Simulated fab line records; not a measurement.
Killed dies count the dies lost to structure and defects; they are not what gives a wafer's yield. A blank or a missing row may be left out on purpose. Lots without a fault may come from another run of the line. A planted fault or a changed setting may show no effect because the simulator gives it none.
Which tool did it? ; flow gf180mcu ; 13 lots with 39 wafers sampled at 5 steps, on a route of 602 steps

WHAT THE GAUGES READ, wafer by wafer
GF_STI_THK_MEAS_02.
lot;measured;on;STI_OXIDATION_THK (nm)
L638;day 1 16:31;film-metro-01;9.89 9.75 9.93
L639;day 1 21:31;film-metro-03;10.60 10.50 10.38
L641;day 2 07:31;film-metro-02;9.89 9.88 9.88
L642;day 2 12:31;film-metro-02;10.10 10.28 10.29
L643;day 2 17:31;film-metro-01;10.35 10.31 10.23
L644;day 2 23:01;film-metro-01;9.96 10.09 10.07
L645;day 3 03:31;film-metro-03;10.30 10.38 10.16
L646;day 3 08:31;film-metro-03;10.22 10.04 10.03
L648;day 3 18:32;film-metro-01;10.06 10.10 9.95
L649;day 3 23:31;film-metro-03;10.17 10.39 10.19
L650;day 4 04:31;film-metro-02;10.41 10.47 10.50
L653;day 4 19:31;film-metro-03;10.08 10.03 10.08
L659;day 6 01:31;film-metro-02;10.17 10.19 10.17

GF_VT_IMPLANT_RS_MEAS_49: a four-point-probe measurement.
lot;measured;on;MVPSD_RS (ohm/sq)
L638;day 7 19:34;film-metro-01;1167 1169 1167
L639;day 8 01:32;film-metro-04;1170 1169 1171
L641;day 8 15:39;film-metro-03;1167 1166 1169
L642;day 8 22:01;film-metro-04;1175 1175 1173
L643;day 9 06:01;film-metro-01;1169 1166 1163
L644;day 9 10:38;film-metro-01;1164 1161 1163
L645;day 9 20:04;film-metro-04;1171 1168 1170
L646;day 10 01:47;film-metro-03;1172 1168 1167
L648;day 10 15:12;film-metro-04;1172 1170 1166
L649;day 10 21:05;film-metro-04;1174 1171 1173
L650;day 11 03:56;film-metro-04;1173 1171 1173
L653;day 12 03:28;film-metro-04;1169 1169 1168
L659;day 13 20:17;film-metro-03;1176 1173 1180

GF_HV_LDD_CD_MEAS_07 targets a cd of 400 nm.
lot;measured;on;cd-nm (nm)
L638;day 10 07:38;cd-sem-01;404.4 402.7 407.3
L639;day 10 12:01;cd-sem-01;401.2 401.6 402.0
L641;day 11 03:55;cd-sem-01;403.6 402.2 400.9
L642;day 11 12:35;cd-sem-01;397.3 397.1 396.3
L643;day 11 19:32;cd-sem-02;395.8 395.2 395.7
L644;day 11 22:55;cd-sem-02;401.9 401.2 401.8
L645;day 12 13:04;cd-sem-01;404.3 404.5 404.7
L646;day 12 17:04;cd-sem-01;399.3 399.0 401.7
L648;day 13 08:39;cd-sem-02;401.4 398.8 396.1
L649;day 13 13:43;cd-sem-02;397.4 395.1 398.0
L650;day 13 21:19;cd-sem-02;401.4 402.0 402.6
L653;day 15 01:44;cd-sem-01;399.6 402.0 399.7
L659;day 16 21:02;cd-sem-01;398.8 399.4 399.8

GF_CONTACT_CD_MEAS_14 targets a cd of 220 nm.
lot;measured;on;cd-nm (nm)
L638;day 16 07:55;cd-sem-02;221.5 220.2 219.1
L639;day 16 16:47;cd-sem-02;222.5 220.7 221.2
L641;day 17 12:46;cd-sem-02;221.1 220.4 221.3
L642;day 17 23:41;cd-sem-02;221.7 222.6 224.2
L643;day 18 07:43;cd-sem-02;221.7 221.7 221.7
L644;day 18 14:47;cd-sem-02;217.9 218.1 218.9
L645;day 19 04:58;cd-sem-01;222.6 222.1 222.5
L646;day 19 14:13;cd-sem-01;219.7 220.5 219.6
L648;day 20 06:59;cd-sem-01;219.7 218.1 218.8
L649;day 20 15:44;cd-sem-01;221.3 218.7 221.3
L650;day 20 17:55;cd-sem-01;217.7 219.0 217.3
L653;day 22 03:34;cd-sem-01;220.7 218.9 218.7
L659;day 24 01:40;cd-sem-01;221.3 220.8 220.5

WHICH TOOL RAN EACH LOT (tool, then ch and the chambers of the sampled wafers, then the start)
lot;GF_MVPSD_IMPLANT_08
L638;implanter-03 ch 0, day 5 05:59
L639;implanter-03 ch 0, day 5 11:36
L641;implanter-04 ch 0, day 5 23:30
L642;implanter-01 ch 0, day 6 04:52
L643;implanter-03 ch 0, day 6 11:41
L644;implanter-04 ch 0, day 6 17:42
L645;implanter-03 ch 0, day 7 01:18
L646;implanter-03 ch 0, day 7 05:43
L648;implanter-03 ch 0, day 7 18:26
L649;implanter-04 ch 0, day 8 00:06
L650;implanter-03 ch 0, day 8 05:00
L653;implanter-03 ch 0, day 9 00:21
L659;implanter-03 ch 0, day 10 14:27
- GF_MVPSD_IMPLANT_08

AS READ BY THE TOOLS THEMSELVES (means over the sampled wafers that have a number; for cases with no such wafer, the mark the record gives instead)
GF_MVPSD_IMPLANT_08.
lot;tool;faraday-current-uA
L638;implanter-03;85.6
L639;implanter-03;85.1
L641;implanter-04;86.8
L642;implanter-01;85.6
L643;implanter-03;82.6
L644;implanter-04;85.2
L645;implanter-03;84.8
L646;implanter-03;84.7
L648;implanter-03;83.8
L649;implanter-04;84.1
L650;implanter-03;83.8
L653;implanter-03;84.4
L659;implanter-03;83.3

THE ANSWER, worked out from the rows above alone
Rule: usual is defined by the lots themselves. The widest of any qualifying gaps counts: lots, ordered by their means at a reading, are off when they make up no more than a third of the lots, leave a main group of 4 or more, and stand apart from it by 3 or more times the standard deviation of that group's means. The tables above print the reading to a certain number of digits; a main group whose means all agree to those digits is not used. A lot without any number at a reading at which 4 lots or more have one is off too. Any other lot the step has rows for is counted as sound. The gauges are gone through in route order, then the tools' own readings, and for those a lot's mean is taken as printed above. At the first step where some lot is off, the reading lying furthest off is the one used; lots without a number count as furthest.
No lot is off on any of the readings shown, so nothing can be concluded from this.

WHAT WAS PUT IN BY THE SIMULATOR
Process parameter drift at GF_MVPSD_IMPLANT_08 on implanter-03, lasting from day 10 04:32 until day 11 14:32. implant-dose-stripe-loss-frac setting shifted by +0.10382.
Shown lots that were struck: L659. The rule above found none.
